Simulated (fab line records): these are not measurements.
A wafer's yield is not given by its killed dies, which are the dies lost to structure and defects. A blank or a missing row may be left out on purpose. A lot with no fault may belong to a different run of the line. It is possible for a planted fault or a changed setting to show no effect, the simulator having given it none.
A single fault, viewed from 2 desks | flow sky130 | what lay behind the numbers comes last; until then each desk has only its own

== AT THE METROLOGY DESK ==
Means of the sampled wafers that have a number, per lot and without regard to the tool the lot ran on: this is what the gauges read. Any lot whose mean is over 4 standard deviations away from the usual mean is out of limits and marked OUT; that distance is given in the brackets.
Columns: A = VIA4_HDPCVD_THK at SKY_VIA4_THK_MEAS_01, usual 1746 nm
lot  | first seen here | A
L938 | day 41 22:36    | 1757
L940 | day 43 08:25    | 1726
L943 | day 43 13:26    | 1333 (-23) OUT
L944 | day 43 19:26    | 556 (-66) OUT
L949 | day 45 10:11    | 1742
L951 | day 45 14:48    | 1750
L956 | day 47 02:24    | 1742
L958 | day 47 08:16    | 1727
L957 | day 47 09:25    | 1749
L959 | day 47 12:17    | 1727
L960 | day 47 14:43    | 1754
This desk reports L943, L944 out of limits; the earliest was L943 at day 43 13:26 (VIA4_HDPCVD_THK at SKY_VIA4_THK_MEAS_01). L938, L940, L949, L951, L956, L958, L957, L959, L960 stayed within limits.

== TOOL OWNER'S DESK, hdpcvd-01 ==
The tool's own readings at SKY_VIA4_HDPCVD_00 (deposits SiO2, target thk 1750 nm, time 291.7 s): means of the sampled wafers that have a number, for each lot that ran on this tool. Any lot whose mean is over 4 standard deviations away from the usual mean is out of limits and marked OUT; that distance is given in the brackets.
Columns: A = susceptor-temp-C at SKY_VIA4_HDPCVD_00, usual 400.04 C
lot  | first seen here | A
L938 | day 41 22:25    | 399.85
L940 | day 43 08:14    | 399.87
L943 | day 43 13:16    | 400.12
L944 | day 43 19:15    | 400.08
L956 | day 47 02:13    | 400.40
L958 | day 47 08:05    | 400.24
L957 | day 47 09:13    | 400.02
Finding of this desk: none of the 7 lots has anything out of limits.

== BROUGHT TOGETHER ==
On L943, L944, the metrology desk was in a position to raise an alarm at day 43 13:26.
Nothing out of limits was seen by the tool owner's desk.
Tool owner's desk: L943, L944 on record, inside its limits.
On hdpcvd-01, each named lot ran SKY_VIA4_HDPCVD_00.

== WHAT THE SIMULATOR HAD PUT IN ==
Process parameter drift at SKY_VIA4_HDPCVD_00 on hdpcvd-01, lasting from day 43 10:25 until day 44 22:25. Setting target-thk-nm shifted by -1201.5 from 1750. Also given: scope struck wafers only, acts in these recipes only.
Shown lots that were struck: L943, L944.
Delay in hours, fault start to first out-of-limits reading, per desk: metrology desk 3.
